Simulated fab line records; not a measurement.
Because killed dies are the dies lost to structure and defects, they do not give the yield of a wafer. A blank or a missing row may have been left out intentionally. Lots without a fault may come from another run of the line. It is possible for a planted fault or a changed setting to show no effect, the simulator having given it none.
What tool caused it? :: flow gf180mcu :: 36 wafers from 12 lots sampled at 2 of the route's 602 steps

== WHAT THE GAUGES SHOWED, per wafer ==
GF_V1_RS_MEAS_24: the measuring method here is four-point-probe.
lot: L075
measured: day 18 10:31
on: film-metro-02
V1_W_RS (ohm/sq): 0.326 0.324 0.326

lot: L077
measured: day 19 07:19
on: film-metro-02
V1_W_RS (ohm/sq): 0.326 0.323 0.331

lot: L079
measured: day 20 04:59
on: film-metro-02
V1_W_RS (ohm/sq): 0.337 0.329 0.337

lot: L081
measured: day 21 01:57
on: film-metro-01
V1_W_RS (ohm/sq): 0.329 0.330 0.324

lot: L083
measured: day 21 11:49
on: film-metro-02
V1_W_RS (ohm/sq): 0.326 0.326 0.328

lot: L085
measured: day 22 11:32
on: film-metro-02
V1_W_RS (ohm/sq): 0.329 0.331 0.329

lot: L087
measured: day 22 20:40
on: film-metro-03
V1_W_RS (ohm/sq): 0.324 0.328 0.327

lot: L089
measured: day 23 17:35
on: film-metro-03
V1_W_RS (ohm/sq): 0.329 0.332 0.333

lot: L091
measured: day 24 08:50
on: film-metro-01
V1_W_RS (ohm/sq): 0.327 0.327 0.325

lot: L093
measured: day 24 22:44
on: film-metro-03
V1_W_RS (ohm/sq): 0.328 0.325 0.329

lot: L095
measured: day 25 12:29
on: film-metro-02
V1_W_RS (ohm/sq): 0.329 0.333 0.331

lot: L097
measured: day 26 12:41
on: film-metro-03
V1_W_RS (ohm/sq): 0.328 0.327 0.319

== WHAT TOOL EACH LOT RAN ON (gives the tool, then ch and the chambers of the sampled wafers, and finally the start) ==
lot: L075
GF_M1_METAL_ETCH_16: rie-metal-03 ch 0,1, day 17 08:30

lot: L077
GF_M1_METAL_ETCH_16: rie-metal-03 ch 0,1, day 18 04:45

lot: L079
GF_M1_METAL_ETCH_16: rie-metal-04 ch 0,1, day 19 02:06

lot: L081
GF_M1_METAL_ETCH_16: rie-metal-04 ch 0,1, day 19 23:37

lot: L083
GF_M1_METAL_ETCH_16: rie-metal-02 ch 1, day 20 09:31

lot: L085
GF_M1_METAL_ETCH_16: rie-metal-03 ch 0,1, day 21 09:59

lot: L087
GF_M1_METAL_ETCH_16: rie-metal-04 ch 0,1, day 21 18:58

lot: L089
GF_M1_METAL_ETCH_16: rie-metal-04 ch 0,1, day 22 16:47

lot: L091
GF_M1_METAL_ETCH_16: rie-metal-02 ch 0,1, day 23 08:01

lot: L093
GF_M1_METAL_ETCH_16: rie-metal-03 ch 0,1, day 23 22:53

lot: L095
GF_M1_METAL_ETCH_16: rie-metal-02 ch 1, day 24 12:44

lot: L097
GF_M1_METAL_ETCH_16: rie-metal-03 ch 0, day 25 13:13
- GF_M1_METAL_ETCH_16: etches the open film in Cl2/BCl3, stops on SiO2, target depth 750.8 nm, time 125.1 s.

== THE ANSWER, worked out from the rows above alone ==
Rule: the lots themselves supply what counts as usual. The widest of any qualifying gaps counts: lots, ordered by their means at a reading, are off when they make up no more than a third of the lots, leave a main group of 4 or more, and stand apart from it by 3 or more times the standard deviation of that group's means. A main group whose means are all the same, to the digits that the tables above print for the reading, isn't used. Also off: a lot with no number at a reading for which 4 or more lots have one. All remaining lots with rows at the step are treated as sound.
Across all readings shown, no lot is off: no conclusion can be drawn from this.

== WHAT THE SIMULATOR HAD INSERTED ==
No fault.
